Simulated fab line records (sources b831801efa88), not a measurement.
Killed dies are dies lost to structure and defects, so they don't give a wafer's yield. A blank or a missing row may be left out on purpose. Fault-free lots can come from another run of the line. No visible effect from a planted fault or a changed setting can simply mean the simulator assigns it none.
fab line records	flow sky130
record: lots: 13	wafers: 38	last_day: 50
route steps=708 shown VIA1@474 CAPM@538 METAL5@667 PAD_OPEN@707
lots untouched by any fault: they come from a run of this same line in which no faults occurred
start_h: start of the lot's first displayed wafer, in hours after the record's first day	wait_h: time in hours since the lot's previous step	" as in the row above	L1.1+2: a single row standing in for several wafers	- either no value or no given start	* or withheld: withheld	< > ~ a bound
route shown NAME@n: a module of which the file shows steps, and the number in the route of the first	usual: mean and standard deviation over wafers with no fault	same: alike in all rows	chamber/n: place in a boat	sites: per-site readings	_std_site: standard deviation of those values	_edge_site: outer sites' mean less inner sites'	radius_mm: for every site, how far away it sits from the centre of the wafer	mask NAME#n: copy n	behind: the most recent tool/chamber to have shaped the wafer	hold: the reason the lot was held/the length of the hold in hours/how it ended	device: the transistor (n, p or np) that didn't switch	end of line: tests of these same wafers at the route's end	for a step that has no rows: nothing shown but its recipe	killed: the dies lost at the first sort to structure and to defects; this is not the yield of the wafer	map: per-die view of a wafer (x killed, . not killed, _ where there is no die)
set.NAME: the setting as run; set.NAME@STEP: as run at that earlier step	model.NAME: the simulator's own value behind a step, which no gauge read
steps of the route over a sample of lots; a table a step, a row a wafer
services: a tool's chamber out of use, with start hour (start_h, from the record's first day; less than 0 if before it), hours out, and reason
== steps ==
step: SKY_VIA1_STRIP_16
recipe: chemistry: O2/N2	power_w: 1400	pressure_mtorr: 1500	platen_temp_c: withheld	o2_flow_sccm: 3000	n2_flow_sccm: 300	overash_fraction: 0.5
usual: drypump_motor_current_A: 5.67/0.18	o2_flow_sccm: 3001/9.4	oes_product_au: 0.417/0.0047	strip_time_to_endpoint_s: 4.470/0.019
lot.wafer	tool	chamber	start_h	wait_h	drypump_motor_current_A	o2_flow_sccm	oes_product_au	rf_hours_counter_h	strip_time_to_endpoint_s
L943.2	plasma_asher-03	1	810.52	0.0	5.40	2995	0.420	5	4.473
L943.3	"	1	"	"	5.37	2989	0.415	-	4.435
L943.4	"	0	"	"	5.85	2984	0.421	-	4.435
L945.1	plasma_asher-01	1	820.53	0.0	5.74	3007	0.423	39	4.477
L945.2	"	0	"	"	5.50	3013	0.414	39	4.484
L945.4	"	0	"	"	5.49	2993	0.410	-	4.474
L948.2	plasma_asher-03	0	835.92	0.0	5.86	3000	0.416	8	4.488
L948.3	"	0	"	"	5.83	3012	0.414	-	4.465
L948.6	"	0	"	"	5.85	2999	0.409	-	4.482
L950.4	plasma_asher-03	1	849.15	0.0	5.43	2985	0.406	-	4.466
L950.5	"	0	"	"	5.92	2981	0.414	-	4.459
L950.6	"	1	"	"	5.41	2999	0.407	-	4.472
L951.4	plasma_asher-01	0	857.46	0.1	5.46	3005	0.417	-	4.433
L951.5	"	1	"	"	5.75	2990	0.415	-	4.479
L951.6	"	0	"	"	5.50	3024	0.415	-	4.454
L952.1	plasma_asher-01	0	863.53	0.0	5.48	3015	0.414	43	4.464
L952.2	"	1	"	"	5.73	2992	0.419	43	4.474
L952.3	"	0	"	"	5.48	2996	0.418	-	4.459
L953.3	plasma_asher-03	1	870.40	0.1	5.42	2997	0.421	-	4.484
L953.5	"	1	"	"	5.37	2998	0.418	-	4.444
L953.6	"	0	"	"	5.81	2993	0.410	-	4.447
L954.1	plasma_asher-04	1	880.23	0.0	5.87	3003	0.419	104	4.457
L954.2	"	0	"	"	5.73	2994	0.415	104	4.440
L954.5	"	0	"	"	5.74	3002	0.409	-	4.443
L955.1	plasma_asher-03	1	885.97	0.0	5.45	2997	0.422	14	4.448
L955.2	"	0	"	"	5.86	3002	0.421	14	4.456
L955.5	"	1	"	"	5.40	2997	0.414	-	4.445
L957.2	plasma_asher-03	1	904.53	0.0	5.40	2998	0.416	16	4.490
L957.4	"	0	"	"	5.81	3006	0.420	-	4.481
L958.4	plasma_asher-03	1	907.80	0.1	5.38	3001	0.417	-	4.494
L958.5	"	0	"	"	5.82	2989	0.408	-	4.452
L958.6	"	1	"	"	5.37	2994	0.415	-	4.467
L965.1	plasma_asher-04	0	962.03	0.0	5.75	2997	0.421	113	4.471
L965.2	"	1	"	"	5.86	2992	0.411	113	4.471
L965.3	"	1	"	"	5.88	3014	0.422	-	4.477
L966.3	plasma_asher-03	1	971.60	0.1	5.42	3016	0.409	-	4.476
L966.4	"	0	"	"	5.88	3004	0.422	-	4.473
L966.6	"	0	"	"	5.88	2993	0.412	-	4.455
step: SKY_CAPM_THK_MEAS_01
recipe: reads: SiO2_of_CAPM_CVD_00
usual: CAPM_CVD_00_THK: 15.49/0.19
lot.wafer	tool	chamber	start_h	wait_h	CAPM_CVD_00_THK[nm]
L943.2	film_metro-04	-	867.84	-	15.33
L943.3	"	-	"	"	15.24
L943.4	"	-	"	"	15.56
L945.1	film_metro-04	-	877.44	-	15.40
L945.2	"	-	"	"	15.33
L945.4	"	-	"	"	15.68
L948.2	film_metro-03	-	891.13	-	15.49
L948.3	"	-	"	"	15.67
L948.6	"	-	"	"	15.85
L950.4	film_metro-04	-	905.45	-	15.45
L950.5	"	-	"	"	15.39
L950.6	"	-	"	"	15.50
L951.4	film_metro-03	-	914.16	-	15.68
L951.5	"	-	"	"	15.49
L951.6	"	-	"	"	15.47
L952.1	film_metro-02	-	918.88	-	15.36
L952.2	"	-	"	"	15.53
L952.3	"	-	"	"	15.41
L953.3	film_metro-04	-	925.33	-	15.37
L953.5	"	-	"	"	15.75
L953.6	"	-	"	"	15.61
L954.1	film_metro-03	-	935.58	-	15.42
L954.2	"	-	"	"	15.25
L954.5	"	-	"	"	15.55
L955.1	film_metro-02	-	940.83	-	15.34
L955.2	"	-	"	"	15.36
L955.5	"	-	"	"	15.65
L957.2	film_metro-03	-	959.08	-	15.58
L957.4	"	-	"	"	15.45
L958.4	film_metro-04	-	962.58	-	15.68
L958.5	"	-	"	"	15.80
L958.6	"	-	"	"	15.85
L965.1	film_metro-02	-	1013.93	-	15.36
L965.2	"	-	"	"	14.96
L965.3	"	-	"	"	15.49
L966.3	film_metro-04	-	1023.20	-	15.44
L966.4	"	-	"	"	15.77
L966.6	"	-	"	"	15.59
step: SKY_METAL5_THK_MEAS_06
recipe: thk_meas_gauge: xrf	reads: AlCu_of_METAL5_SPUTTER_02
usual: METAL5_ALCU_THK: 1138/12
lot.wafer	tool	chamber	start_h	wait_h	METAL5_ALCU_THK[nm]
L943.2	film_metro-03	-	1021.56	0.1	1163
L943.3	"	-	"	"	1159
L943.4	"	-	"	"	1135
L945.1	film_metro-02	-	1029.56	0.1	1128
L945.2	"	-	"	"	1139
L945.4	"	-	"	"	1142
L948.2	film_metro-02	-	1044.44	0.1	1142
L948.3	"	-	"	"	1141
L948.6	"	-	"	"	1132
L950.4	film_metro-03	-	1053.74	0.1	1154
L950.5	"	-	"	"	1149
L950.6	"	-	"	"	1146
L951.4	film_metro-04	-	1061.60	0.1	1126
L951.5	"	-	"	"	1125
L951.6	"	-	"	"	1128
L952.1	film_metro-02	-	1068.83	0.1	1143
L952.2	"	-	"	"	1139
L952.3	"	-	"	"	1142
L953.3	film_metro-02	-	1072.58	0.1	1163
L953.5	"	-	"	"	1145
L953.6	"	-	"	"	1150
L954.1	film_metro-02	-	1081.89	0.1	1130
L954.2	"	-	"	"	1133
L954.5	"	-	"	"	1138
L955.1	film_metro-02	-	1084.00	0.1	1137
L955.2	"	-	"	"	1143
L955.5	"	-	"	"	1133
L957.2	film_metro-03	-	1103.31	0.1	1114
L957.4	"	-	"	"	1118
L958.4	film_metro-04	-	1109.79	0.1	1138
L958.5	"	-	"	"	1138
L958.6	"	-	"	"	1148
L965.1	film_metro-04	-	1148.99	0.1	1126
L965.2	"	-	"	"	1135
L965.3	"	-	"	"	1130
L966.3	film_metro-04	-	1155.02	0.1	1156
L966.4	"	-	"	"	1146
L966.6	"	-	"	"	1144
step: SKY_PAD_OPEN_BOW_MEAS_13
recipe: mode: bow
usual: PAD_OPEN_BOW: 47/9.8
lot.wafer	tool	chamber	start_h	wait_h	PAD_OPEN_BOW[um]
L943.2	film_metro-04	-	1089.26	-	43
L943.3	"	-	"	"	43
L943.4	"	-	"	"	39
L945.1	film_metro-02	-	1096.16	-	39
L945.2	"	-	"	"	53
L945.4	"	-	"	"	42
L948.2	film_metro-02	-	1110.74	-	50
L948.3	"	-	"	"	41
L948.6	"	-	"	"	40
L950.4	film_metro-04	-	1120.50	-	44
L950.5	"	-	"	"	46
L950.6	"	-	"	"	40
L951.4	film_metro-04	-	1126.93	-	37
L951.5	"	-	"	"	43
L951.6	"	-	"	"	44
L952.1	film_metro-04	-	1132.13	-	66
L952.2	"	-	"	"	55
L952.3	"	-	"	"	58
L953.3	film_metro-04	-	1136.07	-	39
L953.5	"	-	"	"	43
L953.6	"	-	"	"	46
L954.1	film_metro-04	-	1146.09	-	43
L954.2	"	-	"	"	36
L954.5	"	-	"	"	31
L955.1	film_metro-02	-	1147.09	-	50
L955.2	"	-	"	"	62
L955.5	"	-	"	"	57
L957.2	film_metro-01	-	1162.75	-	12
L957.4	"	-	"	"	35
L958.4	film_metro-02	-	1169.23	-	38
L958.5	"	-	"	"	47
L958.6	"	-	"	"	50
L965.1	film_metro-04	-	1202.72	-	34
L965.2	"	-	"	"	54
L965.3	"	-	"	"	58
L966.3	film_metro-01	-	1207.61	-	46
L966.4	"	-	"	"	52
L966.6	"	-	"	"	54
step: SKY_PAD_OPEN_PROBE_99
usual: defect_limited_yield: 82.5/2	killed_at_M0_to_M3: 44/7	killed_at_M4_up: 3.4/1.7	killed_at_contacts: 24/4.9	killed_at_front_end: 15/4.5	killed_at_other: 0.4/0.61	killed_dies: 86/9.7	killed_on_rim: 17/3.6	killed_open: 47/7.1	killed_short: 39/6.1	sort_bin_3_pad_short: 0.9/0.42	sort_bin_5_function: 10.4/1.4	sort_bin_6_memory: 6.2/1.2	sort_n_pass: 406/9.7	sort_yield_pct: 82.5/2
same: gross_dies: 492	killed_at_back_side: 0	sort_bin_4_leakage[%]: 0	sort_bin_8_speed[%]: 0
lot.wafer	tool	chamber	start_h	wait_h	defect_limited_yield[%]	killed_at_M0_to_M3	killed_at_M4_up	killed_at_contacts	killed_at_front_end	killed_at_other	killed_dies	killed_on_rim	killed_open	killed_short	sort_bin_3_pad_short[%]	sort_bin_5_function[%]	sort_bin_6_memory[%]	sort_n_pass	sort_yield_pct[%]
L943.2	prober-01	-	1089.41	0.1	84.8	35	4	24	12	0	75	14	46	29	0.8	10.2	4.3	417	84.8
L943.3	prober-01	-	1089.46	0.2	83.5	43	3	19	16	0	81	15	44	37	1.0	11.2	4.3	411	83.5
L943.4	prober-01	-	1089.51	0.2	83.3	48	2	24	8	0	82	18	50	32	1.2	8.5	6.9	410	83.3
L945.1	prober-01	-	1096.28	0.1	83.5	42	3	17	19	0	81	12	38	43	0.8	10.2	5.5	411	83.5
L945.2	prober-01	-	1096.33	0.1	77.6	63	3	21	23	0	110	25	53	57	1.4	13.6	7.3	382	77.6
L945.4	prober-01	-	1096.43	0.2	81.7	48	3	20	19	0	90	22	49	40	1.0	12.0	5.3	402	81.7
L948.2	prober-01	-	1110.89	0.1	80.3	45	0	35	16	1	97	15	55	40	1.0	12.6	6.1	395	80.3
L948.3	prober-01	-	1110.94	0.2	78.3	60	3	30	14	0	107	21	68	38	1.0	13.2	7.5	385	78.3
L948.6	prober-01	-	1111.09	0.2	80.5	42	4	25	25	0	96	19	52	43	1.6	12.0	5.9	396	80.5
L950.4	prober-01	-	1120.71	0.2	81.5	48	6	26	11	0	91	20	54	37	1.2	11.2	6.1	401	81.5
L950.5	prober-01	-	1120.76	0.2	85.2	41	4	16	12	0	73	15	34	39	1.0	8.9	4.9	419	85.2
L950.6	prober-01	-	1120.81	0.2	82.5	47	2	21	15	1	86	16	47	39	1.0	12.0	4.5	406	82.5
L951.4	prober-02	-	1127.14	0.2	81.7	52	2	23	13	0	90	18	56	33	0.2	10.0	8.1	402	81.7
L951.5	prober-02	-	1127.19	0.2	83.7	39	4	23	14	0	80	14	43	37	0.6	10.8	4.9	412	83.7
L951.6	prober-02	-	1127.24	0.2	81.1	55	1	20	17	0	93	21	53	40	0.4	12.2	6.3	399	81.1
L952.1	prober-01	-	1132.25	0.1	82.9	41	3	19	19	2	84	19	42	41	0.6	9.8	6.7	408	82.9
L952.2	prober-01	-	1132.30	0.1	79.7	55	2	20	22	1	100	23	51	48	0.8	13.6	5.9	392	79.7
L952.3	prober-01	-	1132.35	0.2	83.1	41	7	23	12	0	83	14	44	39	0.6	10.4	5.9	409	83.1
L953.3	prober-02	-	1136.25	0.2	82.5	42	6	20	17	1	86	17	44	41	1.2	9.8	6.5	406	82.5
L953.5	prober-02	-	1136.35	0.2	81.9	47	4	20	17	1	89	12	55	34	0.4	11.6	6.1	403	81.9
L953.6	prober-02	-	1136.40	0.2	81.5	49	0	26	16	0	91	13	44	47	1.2	8.5	8.7	401	81.5
L954.1	prober-01	-	1146.21	0.1	84.3	43	4	21	9	0	77	21	48	29	0.8	8.7	6.1	415	84.3
L954.2	prober-01	-	1146.26	0.1	81.1	41	2	20	29	1	93	14	51	42	0.2	11.6	7.1	399	81.1
L954.5	prober-01	-	1146.41	0.2	81.5	47	6	20	18	0	91	23	51	39	0.6	10.2	7.7	401	81.5
L955.1	prober-02	-	1147.21	0.1	81.3	45	3	24	20	0	92	18	49	43	1.0	10.8	6.9	400	81.3
L955.2	prober-02	-	1147.26	0.1	85.0	36	4	18	16	0	74	13	42	32	0.2	9.8	5.1	418	85.0
L955.5	prober-02	-	1147.41	0.2	81.5	44	4	29	14	0	91	17	50	41	1.8	11.2	5.5	401	81.5
L957.2	prober-02	-	1162.90	0.1	80.1	67	2	17	12	0	98	26	31	35	2.8	11.4	5.7	394	80.1
L957.4	prober-02	-	1163.00	0.2	76.8	71	0	24	18	1	114	28	39	44	2.2	14.6	6.3	378	76.8
L958.4	prober-01	-	1169.44	0.2	76.0	69	5	28	16	0	118	31	44	44	2.4	14.0	7.5	374	76.0
L958.5	prober-01	-	1169.49	0.2	78.3	70	3	23	10	1	107	23	47	31	3.0	12.6	6.1	385	78.3
L958.6	prober-01	-	1169.54	0.2	74.8	77	1	35	11	0	124	27	45	45	2.4	14.4	8.3	368	74.8
L965.1	prober-02	-	1202.84	0.1	81.7	41	4	32	13	0	90	17	55	35	1.2	10.0	7.1	402	81.7
L965.2	prober-02	-	1202.89	0.1	84.3	36	3	21	17	0	77	16	38	39	0.8	10.0	4.9	415	84.3
L965.3	prober-02	-	1202.94	0.2	86.2	28	3	24	13	0	68	18	38	30	0.4	7.7	5.7	424	86.2
L966.3	prober-01	-	1207.79	0.2	84.6	41	2	19	14	0	76	18	40	36	1.2	10.4	3.9	416	84.6
L966.4	prober-01	-	1207.84	0.2	83.1	48	3	14	18	0	83	17	36	47	1.2	9.8	5.9	409	83.1
L966.6	prober-01	-	1207.94	0.2	83.7	37	2	24	17	0	80	14	43	35	1.2	11.2	3.9	412	83.7
killed by level:class
L943.2 CONTACT:geometric_particle:open=12 VIA3:geometric_particle:open=8 VIA1:geometric_particle:open=7 FIELD_ISO:geometric_particle:open=5 CONTACT:geometric_particle:short=5 METAL1:geometric_particle:short=5 LI_CONTACT:geometric_particle:open=4 VIA3:geometric_particle:short=4
L943.3 VIA1:geometric_particle:open=11 CONTACT:geometric_particle:open=11 VIA3:geometric_particle:open=10 METAL2:geometric_particle:short=7 FIELD_ISO:geometric_particle:short=5 VIA1:geometric_particle:short=5 POLY_GATE:geometric_particle:short=4 LI_CONTACT:geometric_particle:open=4
L943.4 VIA1:geometric_particle:open=13 CONTACT:geometric_particle:open=11 METAL1:geometric_particle:short=8 VIA2:geometric_particle:open=8 LI_CONTACT:geometric_particle:open=5 CONTACT:geometric_particle:short=4 VIA2:geometric_particle:short=4 VIA3:geometric_particle:open=4
L945.1 VIA1:geometric_particle:open=9 CONTACT:geometric_particle:open=7 METAL2:geometric_particle:short=6 VIA3:geometric_particle:open=6 CONTACT:geometric_particle:short=5 VIA1:geometric_particle:short=5 FIELD_ISO:geometric_particle:short=4 POLY_GATE:geometric_particle:short=4
L945.2 VIA1:geometric_particle:open=13 METAL2:geometric_particle:short=10 VIA2:geometric_particle:open=9 FIELD_ISO:geometric_particle:short=8 CONTACT:geometric_particle:open=8 FIELD_ISO:geometric_particle:open=7 METAL3:geometric_particle:short=6 METAL1:geometric_particle:short=6
L945.4 VIA1:geometric_particle:open=9 METAL2:geometric_particle:short=9 CONTACT:geometric_particle:open=9 VIA2:geometric_particle:open=8 VIA3:geometric_particle:open=8 FIELD_ISO:geometric_particle:short=7 POLY_GATE:geometric_particle:short=4 LI_CONTACT:geometric_particle:open=4
L948.2 VIA3:geometric_particle:open=13 CONTACT:geometric_particle:open=12 VIA2:geometric_particle:open=5 CONTACT:geometric_particle:short=5 LI_CONTACT:geometric_particle:open=5 LOCAL_INTERCONNECT:geometric_particle:short=5 VIA1:geometric_particle:open=5 FIELD_ISO:geometric_particle:open=4
L948.3 VIA1:geometric_particle:open=16 CONTACT:geometric_particle:open=12 LI_CONTACT:geometric_particle:open=9 VIA3:geometric_particle:open=9 METAL1:geometric_particle:short=7 VIA2:geometric_particle:open=7 FIELD_ISO:geometric_particle:open=6 LOCAL_INTERCONNECT:geometric_particle:short=5
L948.6 VIA1:geometric_particle:open=16 CONTACT:geometric_particle:open=8 FIELD_ISO:geometric_particle:short=7 POLY_GATE:geometric_particle:open=6 VIA3:geometric_particle:open=6 CONTACT:geometric_particle:short=6 LI_CONTACT:geometric_particle:open=5 POLY_GATE:geometric_particle:short=5
L950.4 VIA1:geometric_particle:open=14 CONTACT:geometric_particle:open=13 VIA3:geometric_particle:open=10 CONTACT:geometric_particle:short=9 VIA2:geometric_particle:open=6 METAL2:geometric_particle:short=5 METAL1:geometric_particle:short=4 VIA1:geometric_particle:short=4
L950.5 CONTACT:geometric_particle:short=8 VIA1:geometric_particle:open=8 VIA1:geometric_particle:short=6 VIA2:geometric_particle:open=6 VIA3:geometric_particle:open=5 POLY_GATE:geometric_particle:short=4 METAL2:geometric_particle:short=4 METAL3:geometric_particle:short=4
L950.6 VIA1:geometric_particle:open=13 CONTACT:geometric_particle:open=7 CONTACT:geometric_particle:short=7 VIA1:geometric_particle:short=7 FIELD_ISO:geometric_particle:open=6 VIA2:geometric_particle:open=6 VIA3:geometric_particle:open=5 FIELD_ISO:geometric_particle:short=4
L951.4 VIA1:geometric_particle:open=13 VIA2:geometric_particle:open=10 VIA3:geometric_particle:open=8 CONTACT:geometric_particle:open=7 LI_CONTACT:geometric_particle:open=6 LOCAL_INTERCONNECT:geometric_particle:short=5 METAL1:geometric_particle:short=5 VIA1:geometric_particle:short=5
L951.5 VIA1:geometric_particle:open=11 FIELD_ISO:geometric_particle:short=7 LOCAL_INTERCONNECT:geometric_particle:short=7 LI_CONTACT:geometric_particle:open=6 CONTACT:geometric_particle:open=6 VIA1:geometric_particle:short=6 VIA2:geometric_particle:open=6 METAL1:geometric_particle:open=4
L951.6 VIA1:geometric_particle:open=12 CONTACT:geometric_particle:open=11 VIA3:geometric_particle:open=8 VIA1:geometric_particle:short=7 VIA2:geometric_particle:short=7 VIA2:geometric_particle:open=6 METAL1:geometric_particle:short=5 POLY_GATE:geometric_particle:short=4
L952.1 POLY_GATE:geometric_particle:open=8 FIELD_ISO:geometric_particle:open=7 VIA3:geometric_particle:short=7 CONTACT:geometric_particle:short=6 CONTACT:geometric_particle:open=6 METAL1:geometric_particle:short=6 VIA3:geometric_particle:open=6 METAL2:geometric_particle:short=5
L952.2 CONTACT:geometric_particle:open=12 METAL2:geometric_particle:short=10 FIELD_ISO:geometric_particle:short=7 FIELD_ISO:geometric_particle:open=7 VIA3:geometric_particle:open=7 METAL1:geometric_particle:short=7 VIA2:geometric_particle:open=7 CONTACT:geometric_particle:short=5
L952.3 VIA1:geometric_particle:open=11 CONTACT:geometric_particle:open=8 VIA3:geometric_particle:open=8 VIA1:geometric_particle:short=6 CONTACT:geometric_particle:short=5 METAL4:geometric_particle:short=5 FIELD_ISO:geometric_particle:short=4 FIELD_ISO:geometric_particle:open=4
L953.3 VIA1:geometric_particle:open=10 VIA3:geometric_particle:open=7 LI_CONTACT:geometric_particle:open=6 METAL1:geometric_particle:short=6 FIELD_ISO:geometric_particle:short=5 CONTACT:geometric_particle:open=5 FIELD_ISO:geometric_particle:open=4 METAL2:geometric_particle:short=4
L953.5 CONTACT:geometric_particle:open=11 VIA3:geometric_particle:open=10 FIELD_ISO:geometric_particle:open=8 VIA2:geometric_particle:open=8 VIA1:geometric_particle:open=7 METAL1:geometric_particle:short=5 VIA3:geometric_particle:short=4 CONTACT:geometric_particle:short=3
L953.6 VIA1:geometric_particle:open=10 METAL1:geometric_particle:short=7 VIA2:geometric_particle:open=6 LI_CONTACT:geometric_particle:open=6 VIA2:geometric_particle:short=6 LI_CONTACT:geometric_particle:short=5 CONTACT:geometric_particle:open=5 CONTACT:geometric_particle:short=5
L954.1 VIA3:geometric_particle:open=9 VIA1:geometric_particle:open=8 VIA2:geometric_particle:open=7 METAL1:geometric_particle:short=7 LI_CONTACT:geometric_particle:open=6 CONTACT:geometric_particle:open=6 CONTACT:geometric_particle:short=5 METAL2:geometric_particle:short=5
L954.2 CONTACT:geometric_particle:open=9 VIA2:geometric_particle:open=8 VIA3:geometric_particle:open=8 VIA1:geometric_particle:open=7 POLY_GATE:geometric_particle:short=6 FIELD_ISO:geometric_particle:open=5 FIELD_ISO:geometric_particle:short=5 POLY_GATE:geometric_particle:open=5
L954.5 VIA3:geometric_particle:open=10 CONTACT:geometric_particle:open=8 VIA1:geometric_particle:open=7 METAL1:geometric_particle:short=6 VIA2:geometric_particle:open=6 FIELD_ISO:geometric_particle:open=5 POLY_GATE:geometric_particle:open=5 METAL2:geometric_particle:short=5
L955.1 VIA1:geometric_particle:open=10 FIELD_ISO:geometric_particle:short=9 VIA2:geometric_particle:open=9 VIA3:geometric_particle:open=8 CONTACT:geometric_particle:short=7 FIELD_ISO:geometric_particle:open=6 LI_CONTACT:geometric_particle:open=5 LOCAL_INTERCONNECT:geometric_particle:short=5
L955.2 VIA1:geometric_particle:open=12 VIA3:geometric_particle:open=6 VIA2:geometric_particle:open=6 CONTACT:geometric_particle:short=5 POLY_GATE:geometric_particle:open=4 POLY_GATE:geometric_particle:short=4 METAL2:geometric_particle:short=4 FIELD_ISO:geometric_particle:open=3
L955.5 CONTACT:geometric_particle:open=11 VIA1:geometric_particle:open=10 VIA3:geometric_particle:open=7 LOCAL_INTERCONNECT:geometric_particle:short=6 FIELD_ISO:geometric_particle:open=5 VIA2:geometric_particle:open=5 CONTACT:geometric_particle:short=5 METAL2:geometric_particle:short=5
L957.2 VIA1:unspecified=32 VIA1:geometric_particle:open=8 FIELD_ISO:geometric_particle:short=7 METAL1:geometric_particle:short=6 LI_CONTACT:geometric_particle:open=5 CONTACT:geometric_particle:open=5 LOCAL_INTERCONNECT:geometric_particle:short=4 VIA2:geometric_particle:short=4
L957.4 VIA1:unspecified=31 VIA1:geometric_particle:open=10 CONTACT:geometric_particle:open=9 FIELD_ISO:geometric_particle:short=8 FIELD_ISO:geometric_particle:open=6 VIA1:geometric_particle:short=6 LOCAL_INTERCONNECT:geometric_particle:short=5 METAL2:geometric_particle:short=5
L958.4 VIA1:unspecified=30 CONTACT:geometric_particle:open=14 METAL2:geometric_particle:short=7 FIELD_ISO:geometric_particle:short=6 VIA3:geometric_particle:open=6 LI_CONTACT:geometric_particle:short=5 METAL1:geometric_particle:short=5 VIA1:geometric_particle:short=5
L958.5 VIA1:unspecified=29 LI_CONTACT:geometric_particle:open=11 VIA3:geometric_particle:open=11 CONTACT:geometric_particle:open=9 VIA1:geometric_particle:open=6 VIA1:geometric_particle:short=5 METAL2:geometric_particle:short=4 VIA2:geometric_particle:open=4
L958.6 VIA1:unspecified=34 CONTACT:geometric_particle:open=11 LOCAL_INTERCONNECT:geometric_particle:short=9 VIA3:geometric_particle:open=9 CONTACT:geometric_particle:short=8 METAL1:geometric_particle:short=6 VIA2:geometric_particle:open=6 LI_CONTACT:geometric_particle:open=5
L965.1 LI_CONTACT:geometric_particle:open=13 VIA1:geometric_particle:open=9 VIA3:geometric_particle:open=9 CONTACT:geometric_particle:open=7 VIA2:geometric_particle:open=7 FIELD_ISO:geometric_particle:open=5 LOCAL_INTERCONNECT:geometric_particle:short=5 POLY_GATE:geometric_particle:short=4
L965.2 METAL1:geometric_particle:short=8 CONTACT:geometric_particle:open=7 VIA1:geometric_particle:short=7 VIA1:geometric_particle:open=6 FIELD_ISO:geometric_particle:short=5 LI_CONTACT:geometric_particle:open=5 VIA3:geometric_particle:open=5 POLY_GATE:geometric_particle:open=4
L965.3 LI_CONTACT:geometric_particle:open=8 CONTACT:geometric_particle:open=8 FIELD_ISO:geometric_particle:short=6 VIA1:geometric_particle:open=5 METAL1:geometric_particle:short=5 METAL2:geometric_particle:short=4 VIA2:geometric_particle:open=4 POLY_GATE:geometric_particle:open=3
L966.3 VIA1:geometric_particle:open=13 METAL2:geometric_particle:short=7 CONTACT:geometric_particle:open=6 POLY_GATE:geometric_particle:short=5 LI_CONTACT:geometric_particle:open=5 VIA2:geometric_particle:open=5 FIELD_ISO:geometric_particle:short=4 LOCAL_INTERCONNECT:geometric_particle:short=4
L966.4 VIA1:geometric_particle:open=10 POLY_GATE:geometric_particle:short=9 VIA1:geometric_particle:short=9 VIA3:geometric_particle:open=7 VIA2:geometric_particle:short=6 POLY_GATE:geometric_particle:open=5 LI_CONTACT:geometric_particle:open=5 METAL2:geometric_particle:short=5
L966.6 VIA1:geometric_particle:open=10 LI_CONTACT:geometric_particle:open=7 CONTACT:geometric_particle:open=7 METAL1:geometric_particle:short=6 VIA3:geometric_particle:open=5 LI_CONTACT:geometric_particle:short=4 VIA1:geometric_particle:short=4 VIA3:geometric_particle:short=4
== services ==
tool	chamber	start_h	hours	kind
plasma_asher-03	-	789.64	2.8	pm
plasma_asher-04	-	860.76	4.6	repair
plasma_asher-04	-	899.08	2.8	pm
plasma_asher-01	-	919.90	4.3	pm
plasma_asher-03	-	949.05	14.6	pm
== key ==
first_sign: step: SKY_PAD_OPEN_PROBE_99	reading: sort_bin_3_pad_short	direction: up	sigmas: 4.1	usual: 0.9	struck: 2.6
effect: step: SKY_PAD_OPEN_PROBE_99	reading: killed_at_M0_to_M3	direction: up	sigmas: 3.9	usual: 44	struck: 71
met_at SKY_VIA1_STRIP_16
struck_lots L957,L958
not_acting_at SKY_CAPM_THK_MEAS_01,SKY_METAL5_THK_MEAS_06,SKY_PAD_OPEN_BOW_MEAS_13
onset_between 885.97 904.53
fault: kind: chamber_particle_source	tool: plasma_asher-03	chamber: -	onset_h: 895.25	steps: SKY_VIA1_STRIP_16	rate_per_visit_cm2: 0.86711	end_h: 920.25
